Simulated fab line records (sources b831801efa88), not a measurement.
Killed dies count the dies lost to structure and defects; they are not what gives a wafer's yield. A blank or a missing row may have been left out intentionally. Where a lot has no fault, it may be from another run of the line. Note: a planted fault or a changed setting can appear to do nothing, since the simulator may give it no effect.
Code-filled problem report in 8D (eight disciplines) form | flow gf180mcu | the parts of the form that need people (team, actions taken, sign-off) are left out

1. THE PROBLEM
Wafers free of any fault read 1044 (standard deviation 5.3) for HV_LDD_2_TW at GF_HV_LDD_TW_MEAS_23, against a mean of 957 on 3 wafers of 3 lots. That is -16 standard deviations from the usual mean.
First seen on wafer L263.6, day 12 20:34, on film-metro-03. The record has a number at this step for 42 wafers belonging to 15 lots. By rule, "out" or "out of limits" means more than 4 standard deviations away from the usual mean. All remaining wafers that have a number are taken as sound.

2. WHAT IT IS, WHAT IT ISN'T
question                    | is                           | is not
which readings at this step | HV_LDD_2_TW                  | -
which lots                  | L263, L267, L268             | L257, L258, L259, L260, L261, L272, L273, L275, L277, L278, L279, L280
which wafers of those lots  | L263.6, L267.5, L268.6       | L263.2, L267.2, L268.2
read on which gauges        | film-metro-03, film-metro-04 | film-metro-02
when                        | from day 12 20:34            | up to then (16 sound wafers); but 23 sound wafers of L267, L268, L272, L273, L275, L277, L278, L279, L280 came after

3. SUSPECTS, AND WHAT RULES EACH OUT
Counting: a tool at a process step up to the reading stays a suspect if it ran every lot that is out. Sound lots after the first of them don't rule it out here, since some wafers of a struck lot are sound.
- the gauge at GF_HV_LDD_TW_MEAS_23 has been ruled out. Those wafers that are out were read across 2 gauges (film-metro-03, film-metro-04).
- implanter-02 at GF_HV_LDD_IMPLANT_21: kept. Every lot that is out went through it, the first being L263 (day 12 20:20); the last sound lot it ran before that was L260 (day 11 22:35). Its own readings are out on those wafers: beam-on-s, faraday-current-uA.
Left after counting: implanter-02 at GF_HV_LDD_IMPLANT_21.

4. THE CAUSE (what the simulator had put in)
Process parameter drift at GF_HV_LDD_IMPLANT_21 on implanter-02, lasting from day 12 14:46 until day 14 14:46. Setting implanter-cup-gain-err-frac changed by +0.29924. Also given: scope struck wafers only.
Only this tool survived the counting.

5. THE CHAIN OF EFFECTS, in route order
One row per reading whose mean, taken over the struck wafers that have a number, lies over 3 standard deviations from the usual. Readings are gone through only where the record gives a usual standard deviation; hours: the median, over the lots, of the time from a lot's start at the first step in this table giving one to that lot's start at this step; sigmas: the change measured in usual standard deviations.
hours | step                 | reading            | usual  | on struck wafers | change | sigmas
0     | GF_HV_LDD_IMPLANT_21 | beam-on-s          | 9.98 s | 7.75             | -2.23  | -11
0     | GF_HV_LDD_IMPLANT_21 | faraday-current-uA | 282    | 363              | +81    | +14
0     | GF_HV_LDD_TW_MEAS_23 | HV_LDD_2_TW        | 1044   | 957              | -87    | -16
It contains these process steps:
- GF_HV_LDD_IMPLANT_21
Later measuring or inspecting steps at which every struck wafer that the step has a row for has a number for every such reading, and none has moved that far: GF_HV_LDD_OVL_MEAS_47, GF_HV_LDD_THK_MEAS_55.

6. HOW IT WOULD HAVE BEEN CAUGHT EARLIER
In this record the first reading out of limits at a measuring or inspecting step was taken at day 12 20:34, 6 hours after the fault began at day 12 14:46.
The tool's own readings at GF_HV_LDD_IMPLANT_21 were out on every struck wafer that the step has a row for (beam-on-s, faraday-current-uA): an alarm limit on them would have fired on the first of those.
Among the 3 lots that are out, L267, L268 began GF_HV_LDD_IMPLANT_21 on implanter-02 after day 12 20:34. A hold on the tool at that time would have spared those 2.
